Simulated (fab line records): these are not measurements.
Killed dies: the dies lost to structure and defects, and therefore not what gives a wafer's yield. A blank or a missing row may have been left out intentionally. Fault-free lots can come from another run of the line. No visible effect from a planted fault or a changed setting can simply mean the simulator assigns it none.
fab line records | flow sky130
[record] lots = 13 | wafers = 39 | last-day = 50
route steps=708 shown LI_CONTACT@386 CONTACT@421 VIA2@519 PAD_OPEN@708
lots with no fault: from the same line, run without faults
start-h: hours from the record's opening day to when the first of the lot's shown wafers began | wait-h: hours since the lot's step before | " repeats the value in the row above | L1.1+2: one row covering several wafers at once | - no value present, or no start provided | * or withheld: withheld | < > ~ a bound
route shown NAME@n: names a module that has steps shown in the file, with the first one's number in the route | usual: mean/standard deviation taken from wafers without a fault | same: alike in all rows | chamber/n: place in a boat | sites: readings site by site | _std_site: standard deviation of those values | _edge_site: mean of outer sites minus mean of inner sites | radius-mm: how far each site lies from the wafer's centre | mask NAME#n: copy n | behind: the last tool/chamber to shape the wafer | hold: reason for holding the lot/hours on hold/outcome of the hold | device: whichever transistor did not switch (one of n, p or np) | end of line: tests of these same wafers at the route's end | a step without rows: its recipe alone | killed: count of dies lost to structure and defects at first sort (not the wafer's yield) | map: a wafer's dies, marking killed ones x, the rest . and places with no die _
set.NAME: setting as actually run; set.NAME@STEP: the setting as run at that earlier step | model.NAME: the simulator's own value behind a step, which no gauge read
one table for each step of the route and one row for each wafer, over a sample of lots
services: when a tool's chamber went out of use (start-h, in hours from the record's first day, below 0 if earlier), for how many hours, and the reason
[[steps]]
[step SKY_LI_CONTACT_CMP_24]
[recipe] stop-on = PSG | t-overpolish-s = 20 | down-force-psi = 3.5 | platen-rpm = 60 | target-thk-nm = 0 | pad-velocity-m-s = 0.94248
[usual] edge-zone-pressure-frac = 1.000/0.0057 | head-pressure-psi = 3.501/0.0071 | motor-current-A = 10.4/1.4 | overpolish-run-s = 19.999/0.0088 | time-to-endpoint-s = 105/3.8
lot.wafer | tool   | chamber | start-h | wait-h | edge-zone-pressure-frac | head-pressure-psi | motor-current-A | overpolish-run-s | time-to-endpoint-s
L392.3    | cmp-02 | 0       | 675.10  | 0.1    | 0.999                   | 3.507             | 12.0            | 19.989           | 108
L392.2    | "      | 2       | "       | "      | 1.002                   | 3.507             | 9.7             | 20.002           | 106
L392.6    | "      | 0       | "       | "      | 0.988                   | 3.503             | 10.5            | 19.998           | 106
L393.2    | cmp-01 | 0       | 688.25  | 0.0    | 0.993                   | 3.498             | 12.6            | 19.998           | 106
L393.3    | "      | 2       | "       | "      | 1.002                   | 3.498             | 8.8             | 20.000           | 107
L393.6    | "      | 1       | "       | "      | 1.001                   | 3.503             | 9.5             | 19.994           | 105
L395.2    | cmp-02 | 0       | 696.25  | 0.1    | 1.006                   | 3.501             | 10.8            | 19.995           | 104
L395.4    | "      | 1       | "       | "      | 0.996                   | 3.501             | 11.7            | 20.006           | 105
L395.6    | "      | 3       | "       | "      | 1.002                   | 3.504             | 12.6            | 19.998           | 102
L397.4    | cmp-02 | 1       | 721.03  | 0.0    | 1.001                   | 3.504             | 11.6            | 20.002           | 101
L397.2    | "      | 3       | "       | "      | 1.004                   | 3.511             | 12.9            | 19.996           | 104
L397.5    | "      | 2       | "       | "      | 0.987                   | 3.504             | 9.4             | 20.016           | 99
L398.3    | cmp-01 | 2       | 729.40  | 0.0    | 1.003                   | 3.500             | 8.6             | 20.010           | 109
L398.4    | "      | 0       | "       | "      | 0.999                   | 3.508             | 11.9            | 20.011           | 110
L398.5    | "      | 3       | "       | "      | 1.006                   | 3.501             | 9.5             | 19.995           | 101
L399.4    | cmp-01 | 3       | 741.68  | 0.1    | 0.997                   | 3.494             | 9.1             | 20.009           | 105
L399.3    | "      | 0       | "       | "      | 0.994                   | 3.500             | 12.2            | 20.008           | 106
L399.5    | "      | 3       | "       | "      | 0.996                   | 3.497             | 9.2             | 20.001           | 105
L401.1    | cmp-01 | 2       | 749.58  | 0.2    | 1.005                   | 3.511             | 8.7             | 20.003           | 109
L401.5    | "      | 3       | "       | "      | 0.998                   | 3.513             | 9.6             | 19.999           | 106
L401.6    | "      | 0       | "       | "      | 1.003                   | 3.515             | 11.9            | 20.000           | 103
L407.3    | cmp-01 | 3       | 796.56  | 0.1    | -                       | -                 | -               | -                | -
L407.4    | "      | 0       | "       | "      | -                       | -                 | -               | -                | -
L407.5    | "      | 2       | "       | "      | -                       | -                 | -               | -                | -
L408.4    | cmp-02 | 2       | 811.65  | 0.2    | -                       | -                 | -               | -                | -
L408.6    | "      | 3       | "       | "      | -                       | -                 | -               | -                | -
L408.5    | "      | 0       | "       | "      | -                       | -                 | -               | -                | -
L412.3    | cmp-02 | 0       | 834.69  | 0.1    | 1.009                   | 3.507             | 10.3            | 19.995           | 109
L412.1    | "      | 1       | "       | "      | 1.010                   | 3.506             | 11.9            | 19.990           | 104
L412.2    | "      | 2       | "       | "      | 1.008                   | 3.508             | 9.7             | 20.000           | 113
L413.3    | cmp-01 | 0       | 842.26  | 0.1    | 0.990                   | 3.487             | 11.7            | 19.999           | 104
L413.4    | "      | 1       | "       | "      | 0.992                   | 3.498             | 9.4             | 19.991           | 106
L413.5    | "      | 3       | "       | "      | 0.996                   | 3.497             | 9.9             | 20.016           | 101
L414.1    | cmp-01 | 1       | 847.26  | 0.1    | 0.996                   | 3.495             | 9.6             | 20.021           | 108
L414.3    | "      | 0       | "       | "      | 1.000                   | 3.496             | 12.1            | 20.004           | 103
L414.6    | "      | 1       | "       | "      | 0.999                   | 3.504             | 9.7             | 20.001           | 105
L415.2    | cmp-01 | 2       | 869.82  | 0.0    | 1.006                   | 3.504             | 8.8             | 20.012           | 113
L415.1    | "      | 0       | "       | "      | 0.996                   | 3.508             | 12.1            | 19.997           | 103
L415.4    | "      | 1       | "       | "      | 0.997                   | 3.515             | 9.7             | 19.990           | 104
[step SKY_CONTACT_OVL_MEAS_15]
[usual] CONTACT_OVL = -4/5.9
lot.wafer | tool       | chamber | start-h | wait-h | CONTACT_OVL[nm]
L392.2    | overlay-02 | -       | 732.75  | 0.1    | -7
L392.3    | "          | -       | "       | "      | -9
L392.6    | "          | -       | "       | "      | -2
L393.2    | overlay-01 | -       | 746.04  | 0.1    | -1
L393.3    | "          | -       | "       | "      | -4
L393.6    | "          | -       | "       | "      | 1
L395.2    | overlay-02 | -       | 753.30  | 0.1    | -5
L395.4    | "          | -       | "       | "      | -9
L395.6    | "          | -       | "       | "      | -9
L397.2    | overlay-02 | -       | 776.77  | 0.1    | -7
L397.4    | "          | -       | "       | "      | -10
L397.5    | "          | -       | "       | "      | -6
L398.3    | overlay-02 | -       | 785.58  | 0.1    | -6
L398.4    | "          | -       | "       | "      | -7
L398.5    | "          | -       | "       | "      | -6
L399.3    | overlay-02 | -       | 797.41  | 0.1    | -3
L399.4    | "          | -       | "       | "      | -2
L399.5    | "          | -       | "       | "      | 0
L401.1    | overlay-02 | -       | 805.31  | 0.1    | -18
L401.5    | "          | -       | "       | "      | -18
L401.6    | "          | -       | "       | "      | -12
L412.1    | overlay-01 | -       | 888.85  | 0.1    | -2
L412.2    | "          | -       | "       | "      | 8
L412.3    | "          | -       | "       | "      | -1
L413.3    | overlay-01 | -       | 895.01  | 0.1    | 0
L413.4    | "          | -       | "       | "      | -6
L413.5    | "          | -       | "       | "      | -7
L414.1    | overlay-02 | -       | 900.95  | 0.1    | 3
L414.3    | "          | -       | "       | "      | 1
L414.6    | "          | -       | "       | "      | -4
L415.1    | overlay-02 | -       | 921.86  | 0.1    | -4
L415.2    | "          | -       | "       | "      | 1
L415.4    | "          | -       | "       | "      | 7
[step SKY_VIA2_CD_MEAS_12]
[recipe] target-cd-nm = 200
[usual] cd-nm = 199.1/1.4
lot.wafer | tool      | chamber | start-h | wait-h | cd-nm
L392.2    | cd-sem-02 | -       | 844.99  | -      | 197.7
L392.3    | "         | -       | "       | "      | 198.2
L392.6    | "         | -       | "       | "      | 196.9
L393.2    | cd-sem-02 | -       | 858.68  | -      | 198.8
L393.3    | "         | -       | "       | "      | 199.5
L393.6    | "         | -       | "       | "      | 198.8
L395.2    | cd-sem-02 | -       | 863.55  | -      | 198.1
L395.4    | "         | -       | "       | "      | 199.3
L395.6    | "         | -       | "       | "      | 199.2
L397.2    | cd-sem-02 | -       | 886.68  | -      | 197.1
L397.4    | "         | -       | "       | "      | 197.4
L397.5    | "         | -       | "       | "      | 196.8
L398.3    | cd-sem-01 | -       | 893.97  | -      | 198.9
L398.4    | "         | -       | "       | "      | 199.6
L398.5    | "         | -       | "       | "      | 201.4
L399.3    | cd-sem-01 | -       | 905.98  | -      | 198.6
L399.4    | "         | -       | "       | "      | 199.2
L399.5    | "         | -       | "       | "      | 200.8
L401.1    | cd-sem-02 | -       | 914.74  | -      | 202.2
L401.5    | "         | -       | "       | "      | 202.8
L401.6    | "         | -       | "       | "      | 201.5
L412.1    | cd-sem-02 | -       | 993.68  | -      | 199.3
L412.2    | "         | -       | "       | "      | 200.0
L412.3    | "         | -       | "       | "      | 200.1
L413.3    | cd-sem-02 | -       | 998.63  | -      | 199.5
L413.4    | "         | -       | "       | "      | 198.5
L413.5    | "         | -       | "       | "      | 200.0
L414.1    | cd-sem-02 | -       | 1007.49 | -      | 199.0
L414.3    | "         | -       | "       | "      | 200.3
L414.6    | "         | -       | "       | "      | 200.0
L415.1    | cd-sem-01 | -       | 1022.59 | -      | 198.3
L415.2    | "         | -       | "       | "      | 198.6
L415.4    | "         | -       | "       | "      | 199.3
[step SKY_VIA2_STRIP_16]
[recipe] chemistry = O2/N2 | power-w = 1400 | pressure-mtorr = 1500 | platen-temp-c = withheld | o2-flow-sccm = 3000 | n2-flow-sccm = 300 | overash-fraction = 0.5
[usual] drypump-motor-current-A = 6.1/0.42 | o2-flow-sccm = 3001/8.2 | oes-product-au = 0.399/0.0045 | strip-time-to-endpoint-s = 4.05/0.034
lot.wafer | tool            | chamber | start-h | wait-h | drypump-motor-current-A | o2-flow-sccm | oes-product-au | rf-hours-counter-h | strip-time-to-endpoint-s
L392.2    | plasma-asher-03 | 0       | 845.23  | 0.0    | 6.4                     | 3007         | 0.396          | 42                 | 4.04
L392.3    | "               | 1       | "       | "      | 6.4                     | 2993         | 0.397          | -                  | 4.00
L392.6    | "               | 0       | "       | "      | 6.4                     | 3006         | 0.394          | -                  | 3.98
L393.2    | plasma-asher-03 | 1       | 858.92  | 0.0    | 6.4                     | 2996         | 0.396          | 43                 | 4.01
L393.3    | "               | 1       | "       | "      | 6.4                     | 2985         | 0.401          | -                  | 4.10
L393.6    | "               | 0       | "       | "      | 6.4                     | 2994         | 0.400          | -                  | 4.05
L395.2    | plasma-asher-03 | 1       | 863.79  | 0.0    | 6.4                     | 3003         | 0.401          | 44                 | 4.04
L395.4    | "               | 1       | "       | "      | 6.4                     | 3012         | 0.391          | -                  | 4.01
L395.6    | "               | 0       | "       | "      | 6.4                     | 2997         | 0.400          | -                  | 4.04
L397.2    | plasma-asher-03 | 1       | 886.92  | 0.0    | 6.4                     | 2996         | 0.399          | 46                 | 4.02
L397.4    | "               | 0       | "       | "      | 6.4                     | 2993         | 0.398          | -                  | 4.00
L397.5    | "               | 0       | "       | "      | 6.4                     | 3003         | 0.396          | -                  | 4.02
L398.3    | plasma-asher-04 | 1       | 894.25  | 0.1    | 6.7                     | 2991         | 0.400          | -                  | 4.10
L398.4    | "               | 0       | "       | "      | 5.3                     | 2985         | 0.397          | -                  | 4.06
L398.5    | "               | 1       | "       | "      | 6.7                     | 3007         | 0.401          | -                  | 4.04
L399.3    | plasma-asher-02 | 0       | 906.24  | 0.1    | 5.5                     | 3005         | 0.399          | -                  | 4.09
L399.4    | "               | 1       | "       | "      | 5.9                     | 3003         | 0.403          | -                  | 4.08
L399.5    | "               | 0       | "       | "      | 5.5                     | 2999         | 0.400          | -                  | 4.05
L401.1    | plasma-asher-02 | 0       | 915.01  | 0.0    | 5.5                     | 2998         | 0.406          | 78                 | 4.06
L401.5    | "               | 1       | "       | "      | 5.9                     | 2990         | 0.397          | -                  | 4.10
L401.6    | "               | 0       | "       | "      | 5.5                     | 3009         | 0.404          | -                  | 4.08
L412.1    | plasma-asher-02 | 0       | 993.94  | 0.0    | 5.5                     | 3006         | 0.403          | 87                 | 4.08
L412.2    | "               | 1       | "       | "      | 5.9                     | 3001         | 0.397          | 87                 | 4.03
L412.3    | "               | 1       | "       | "      | 5.9                     | 3003         | 0.392          | -                  | 4.03
L413.3    | plasma-asher-03 | 0       | 998.88  | 0.1    | 6.4                     | 3006         | 0.405          | -                  | 4.04
L413.4    | "               | 1       | "       | "      | 6.4                     | 3006         | 0.407          | -                  | 4.07
L413.5    | "               | 0       | "       | "      | 6.4                     | 3000         | 0.404          | -                  | 4.04
L414.1    | plasma-asher-04 | 1       | 1007.75 | 0.0    | 6.7                     | 2987         | 0.402          | 23                 | 4.07
L414.3    | "               | 1       | "       | "      | 6.7                     | 2999         | 0.404          | -                  | 4.06
L414.6    | "               | 0       | "       | "      | 5.4                     | 3017         | 0.397          | -                  | 4.05
L415.1    | plasma-asher-03 | 1       | 1022.86 | 0.0    | 6.4                     | 2983         | 0.391          | 61                 | 4.07
L415.2    | "               | 0       | "       | "      | 6.4                     | 3003         | 0.399          | 61                 | 4.08
L415.4    | "               | 0       | "       | "      | 6.4                     | 3012         | 0.391          | -                  | 4.08
[step SKY_PAD_OPEN_PROBE_99]
[usual] killed_at_M0_to_M3 = 45/6.8 | killed_at_M4_up = 3.0/1.7 | killed-at-contacts = 25/5.7 | killed-at-front-end = 15/4.6 | killed-at-other = 0.3/0.66 | killed-dies = 88/9.5 | killed-on-rim = 17/3.6 | killed-open = 48/7.3 | killed-short = 39/6.5
[same] gross-dies = 492 | killed-at-back-side = 0
lot.wafer | tool      | chamber | start-h | wait-h | killed_at_M0_to_M3 | killed_at_M4_up | killed-at-contacts | killed-at-front-end | killed-at-other | killed-dies | killed-on-rim | killed-open | killed-short
L407.3    | prober-01 | -       | 1158.60 | 0.2    | 40                 | 8               | 429                | 15                  | 0               | 492         | 96            | 40          | 41
L407.4    | prober-01 | -       | 1158.65 | 0.2    | 50                 | 2               | 432                | 8                   | 0               | 492         | 96            | 38          | 38
L407.5    | prober-01 | -       | 1158.70 | 0.2    | 46                 | 4               | 428                | 13                  | 1               | 492         | 96            | 45          | 45
L408.4    | prober-02 | -       | 1170.75 | 0.2    | 40                 | 2               | 432                | 16                  | 2               | 492         | 96            | 44          | 34
L408.5    | prober-02 | -       | 1170.80 | 0.2    | 37                 | 1               | 438                | 14                  | 2               | 492         | 96            | 41          | 30
L408.6    | prober-02 | -       | 1170.85 | 0.2    | 47                 | 1               | 414                | 26                  | 4               | 492         | 96            | 55          | 42
// killed by level:class
L407.3 LI_CONTACT:area-cmp=411 VIA1:geometric-particle:open=10 VIA2:geometric-particle:open=9 CONTACT:geometric-particle:open=8 METAL4:geometric-particle:short=8 FIELD_ISO:geometric-particle:short=6 VIA1:geometric-particle:short=5 METAL2:geometric-particle:short=5
L407.4 LI_CONTACT:area-cmp=416 VIA2:geometric-particle:open=8 VIA3:geometric-particle:open=7 METAL2:geometric-particle:short=6 CONTACT:geometric-particle:open=6 METAL3:geometric-particle:short=6 VIA1:geometric-particle:short=6 VIA1:geometric-particle:open=6
L407.5 LI_CONTACT:area-cmp=402 CONTACT:geometric-particle:short=11 VIA1:geometric-particle:open=11 CONTACT:geometric-particle:open=9 VIA3:geometric-particle:open=7 METAL2:geometric-particle:short=6 METAL1:geometric-particle:short=5 VIA1:geometric-particle:short=5
L408.4 LI_CONTACT:area-cmp=411 VIA1:geometric-particle:open=8 VIA2:geometric-particle:open=7 LI_CONTACT:geometric-particle:open=6 CONTACT:geometric-particle:short=6 POLY_GATE:geometric-particle:short=5 CONTACT:geometric-particle:open=5 METAL1:geometric-particle:short=5
L408.5 LI_CONTACT:area-cmp=416 LI_CONTACT:geometric-particle:open=9 VIA2:geometric-particle:open=9 POLY_GATE:geometric-particle:open=6 VIA1:geometric-particle:short=6 FIELD_ISO:geometric-particle:short=4 CONTACT:geometric-particle:open=4 METAL1:geometric-particle:short=4
L408.6 LI_CONTACT:area-cmp=391 VIA1:geometric-particle:open=13 LI_CONTACT:geometric-particle:open=9 FIELD_ISO:geometric-particle:open=7 FIELD_ISO:geometric-particle:short=7 VIA3:geometric-particle:open=7 VIA3:geometric-particle:short=7 CONTACT:geometric-particle:open=5
[[services]]
tool            | chamber | start-h | hours | kind
plasma-asher-02 | -       | 658.97  | 1.3   | repair
plasma-asher-04 | -       | 689.17  | 3.7   | repair
plasma-asher-02 | -       | 703.63  | 6.9   | repair
plasma-asher-04 | -       | 720.81  | 1.5   | repair
plasma-asher-04 | -       | 733.75  | 9.0   | pm
cmp-02          | -       | 744.28  | 4.0   | pm
cmp-02          | -       | 752.86  | 1.8   | repair
cmp-02          | -       | 761.76  | 5.4   | pm
cmp-02          | -       | 792.80  | 5.1   | pm
cmp-02          | -       | 800.27  | 2.1   | repair
cmp-02          | -       | 801.34  | 0.4   | repair
cmp-01          | -       | 817.28  | 5.5   | pm
cmp-01          | -       | 824.66  | 0.5   | repair
plasma-asher-03 | -       | 824.98  | 3.7   | repair
cmp-01          | -       | 861.68  | 2.6   | repair
plasma-asher-04 | -       | 886.61  | 0.6   | repair
plasma-asher-02 | -       | 903.39  | 2.8   | pm
plasma-asher-04 | -       | 910.85  | 0.7   | repair
cmp-01          | -       | 912.47  | 4.0   | pm
plasma-asher-04 | -       | 926.31  | 28.1  | pm
cmp-02          | -       | 955.26  | 0.5   | repair
cmp-01          | -       | 980.17  | 2.3   | repair
cmp-01          | -       | 1008.02 | 2.6   | repair
cmp-02          | -       | 1019.93 | 16.0  | pm
[[key]]
[first-sign] step = SKY_LI_CONTACT_CMP_24 | reading = tool-record | direction = missing
[effect] step = SKY_PAD_OPEN_PROBE_99 | reading = killed-at-contacts | direction = up | sigmas = 71 | usual = 25 | struck = 429
[more-kills-born-at] SKY_LI_CONTACT_CMP_24@cmp-01 = 1224 | SKY_LI_CONTACT_CMP_24@cmp-02 = 1214
met-at SKY_LI_CONTACT_CMP_24
struck-lots L407,L408
later-rows-left-out L407.3,L407.4,L407.5,L408.4,L408.5,L408.6
tester-left-out L407,L408
not-acting-at SKY_CONTACT_OVL_MEAS_15,SKY_VIA2_CD_MEAS_12,SKY_VIA2_STRIP_16
onset-between 749.58 796.56
[fault] kind = skipped-step-whole | tool = cmp-01,cmp-02 | chamber = - | onset-h = 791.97 | steps = SKY_LI_CONTACT_CMP_24 | scope = struck-lots-only
// tester-left-out: of these lots the tester's yield and bins aren't shown, on N5 and GAA mostly nor the transistor test; their killed dies are dies lost to structure and defects alone, not to doping, threshold or leakage, so they don't give the yield
// later-rows-left-out: the simulator's readings of these wafers behind a module that went badly wrong aren't trusted and aren't shown, but for the sort
